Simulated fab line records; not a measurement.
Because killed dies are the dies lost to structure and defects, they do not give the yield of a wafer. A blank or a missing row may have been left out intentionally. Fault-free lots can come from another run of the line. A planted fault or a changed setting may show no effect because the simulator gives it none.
Struck lot and sound lot, side by side :: flow sfq-line :: 41 steps out of a route of 325
Sound: the wafers L119.1, L119.4, L119.5. Wafers struck: L113.1, L113.3, L113.4. Last of all comes the cause.
Order at every step that has rows: each side's tool, ch and its chambers, its first start. Under that, the readings that differ: sound wafers :: struck wafers :: difference of the means :: sigmas: that difference in standard deviations of wafers without a fault.
alike: same words and numbers on both sides, and readings whose means sit less than 2 such deviations apart. not compared: any withheld reading, any reading some wafer has no value for, any bound like >300 that may hide the same value, and any number with overlapping values for which the record gives no deviation.
A row with sigmas, a row that says differs or no value, or rows on one side alone: a step with any of these is where the two part. Non-overlapping numbers with no deviation appear without sigmas and do not part them. A reading missing from all wafers of one side parts the sides only when that side holds two or more wafers.

SFQ_I1_OVL_MEAS_913:
  struck on overlay-02, day 29 01:13; sound on overlay-01, day 29 12:39
  alike: I1_OVL
SFQ_TRILAYER_I1_VIA_BARC_OPEN_VIA_ETCH_071: etches BARC in O2, target depth 125 nm, time 41.7 s.
  sound on rie-diel-02 ch 0,1,2, day 29 12:41; struck on rie-diel-03 ch 2,3, day 29 01:15
  alike: drypump-motor-current-A, oes-product-au
  not compared: rf-hours-counter-h
SFQ_TRILAYER_I1_VIA_ETCH_VIA_ETCH_052: etches SiO2 in CHF3, stops on Nb, target depth 260 nm.
  sound on rie-diel-02 ch 0,1,2, day 29 12:44; struck on rie-diel-03 ch 2,3, day 29 01:17
  alike: drypump-motor-current-A, oes-product-au
then, 4 steps without rows for these wafers: SFQ_TRILAYER_I1_VIA_STRIP_STRIP_053 (strips in O2); SFQ_TRILAYER_I1_VIA_STRIP_SOLV_CLEAN_054 (cleans in NMP, time 600 s); SFQ_TRILAYER_M2_DEP_PRE_CLEAN_056 (time 22.5 s); SFQ_TRILAYER_M2_DEP_SPUTTER_055 (material Nb, target thk 200 nm, time 133.3 s).
SFQ_M2_RS_MEAS_914: uses a four-point probe to measure.
  struck on film-metro-03, day 29 02:17; sound on film-metro-03, day 29 13:45
  alike: M2_NB_RS
then, 3 steps without rows for these wafers: SFQ_TRILAYER_M2_LITHO_COAT_062 (resist thk 62 nm); SFQ_TRILAYER_M2_LITHO_COAT_057 (resist thk 600 nm); SFQ_TRILAYER_M2_LITHO_SOFTBAKE_061.
-- the record jumps here: 6 days lie between the struck wafers' starts before and after --
SFQ_TRILAYER_M2_LITHO_EXPOSE_058: exposes mask M2, target cd 500 nm.
  sound on krf-scanner-01 ch 0, day 36 01:40; struck on krf-scanner-02 ch 0, day 35 13:32
reading: exposure-dose-mJ-cm2
sound: 14.414 14.396 14.423
struck: 11.253 11.284 11.261
difference: -3.145
sigmas: -99 or more
  alike: mask, stage-vel-mm-s
then, 2 steps without rows for these wafers: SFQ_TRILAYER_M2_LITHO_PEB_060 (peb time 60 s); SFQ_TRILAYER_M2_LITHO_DEVELOP_059 (time 60 s).
SFQ_M2_OVL_MEAS_916:
  struck on overlay-02, day 35 15:02; sound on overlay-01, day 36 03:10
  alike: M2_OVL
SFQ_TRILAYER_M2_BARC_OPEN_METAL_ETCH_077: etches BARC in O2, target depth 125 nm, time 43.11 s.
  sound on rie-metal-01 ch 0, day 36 03:12; struck on rie-metal-04 ch 0,1, day 35 15:05
reading: model.M2.cd-nm (nm)
sound: 500.6 500.4 500.8
struck: 541.3 540.8 540.9
difference: +40.4
sigmas: 
  alike: drypump-motor-current-A, oes-product-au
  not compared: rf-hours-counter-h
SFQ_TRILAYER_M2_ETCH_METAL_ETCH_060: etches Nb in Cl2/Ar, stops on SiO2, target depth 240 nm, time 120 s.
  sound on rie-metal-01 ch 0, day 36 03:19; struck on rie-metal-04 ch 0,1, day 35 15:08
reading: model.M2.cd-nm (nm)
sound: 501.8 502.3 500.3
struck: 540.6 541.5 539.7
difference: +39.1
sigmas: 
  alike: drypump-motor-current-A, oes-product-au
  not compared: rf-hours-counter-h
then, 3 steps without rows for these wafers: SFQ_TRILAYER_M2_STRIP_STRIP_061 (strips in O2); SFQ_TRILAYER_M2_STRIP_SOLV_CLEAN_062 (cleans in NMP, time 600 s); SFQ_TRILAYER_I2_DEP_PECVD_063 (deposits SiO2 from SiH4/N2O, time 111.11 s, target thk 500 nm).
SFQ_TRILAYER_I2_CMP_CMP_064: polishes SiO2.
  sound on cmp-02 ch 0,1,3, day 36 07:30; struck on cmp-01 ch 0,1,3, day 35 16:07
  alike: motor-current-A, platen-rpm, time-to-endpoint-s
SFQ_I2_BOW_MEAS_917:
  struck on film-metro-01, day 35 19:07; sound on film-metro-04, day 36 10:00
  alike: I2_BOW
then, 7 steps without rows for these wafers: SFQ_TRILAYER_I2_METRO_MEASURE_065; SFQ_TRILAYER_I2_VIA_LITHO_COAT_072 (resist thk 62 nm); SFQ_TRILAYER_I2_VIA_LITHO_COAT_067 (resist thk 650 nm); SFQ_TRILAYER_I2_VIA_LITHO_SOFTBAKE_071; SFQ_TRILAYER_I2_VIA_LITHO_EXPOSE_068 (exposes mask I2, target cd 500 nm); SFQ_TRILAYER_I2_VIA_LITHO_PEB_070 (peb time 60 s); SFQ_TRILAYER_I2_VIA_LITHO_DEVELOP_069 (time 60 s).
-- the record jumps here: 7 days lie between the struck wafers' starts before and after --
SFQ_I2_OVL_MEAS_918:
  struck on overlay-01, day 42 09:56; sound on overlay-02, day 43 00:28
  alike: I2_OVL
SFQ_TRILAYER_I2_VIA_BARC_OPEN_VIA_ETCH_096: etches BARC in O2, target depth 125 nm, time 41.7 s.
  sound on rie-diel-02 ch 1,2, day 43 00:30; struck on rie-diel-04 ch 0,2,3, day 42 09:58
  alike: drypump-motor-current-A, oes-product-au
  not compared: rf-hours-counter-h
then, 4 steps without rows for these wafers: SFQ_TRILAYER_I2_VIA_ETCH_VIA_ETCH_070 (etches SiO2 in CHF3, stops on Nb, target depth 260 nm); SFQ_TRILAYER_I2_VIA_STRIP_STRIP_071 (strips in O2); SFQ_TRILAYER_I2_VIA_STRIP_SOLV_CLEAN_072 (cleans in NMP, time 600 s); SFQ_TRILAYER_M3_DEP_PRE_CLEAN_074 (time 22.5 s).
SFQ_TRILAYER_M3_DEP_SPUTTER_073: material Nb, target thk 200 nm, time 133.3 s.
  struck on pvd-sputter-03, day 42 10:56; sound on pvd-sputter-06, day 43 01:27
  alike: throttle-valve-pct
SFQ_M3_RS_MEAS_919: uses a four-point probe to measure.
  struck on film-metro-02, day 42 11:02; sound on film-metro-04, day 43 01:32
  alike: M3_NB_RS
then, 3 steps without rows for these wafers: SFQ_TRILAYER_M3_LITHO_COAT_080 (resist thk 62 nm); SFQ_TRILAYER_M3_LITHO_COAT_075 (resist thk 600 nm); SFQ_TRILAYER_M3_LITHO_SOFTBAKE_079.
-- the record jumps here: 41 days lie between the struck wafers' starts before and after --
SFQ_M8_BOW_MEAS_951:
  struck on film-metro-01, day 83 22:44; sound on film-metro-01, day 85 07:13
reading: M8_BOW (um)
sound: -12 -6 3
struck: 16 12 26
difference: +23
sigmas: +2

reading: model.etest.m2.ohm-um
sound: 1.762 1.773 1.762
struck: 1.652 1.691 1.656
difference: -0.099
sigmas: 

## WHERE THEY PART
First at SFQ_TRILAYER_M2_LITHO_EXPOSE_058; last, within this record, at SFQ_M8_BOW_MEAS_951.

WHY: what had been put in by the simulator
Drift in process parameters on krf-scanner-02 at SFQ_TRILAYER_M2_LITHO_EXPOSE_058, starting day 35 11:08. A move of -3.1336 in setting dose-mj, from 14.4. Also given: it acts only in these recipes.
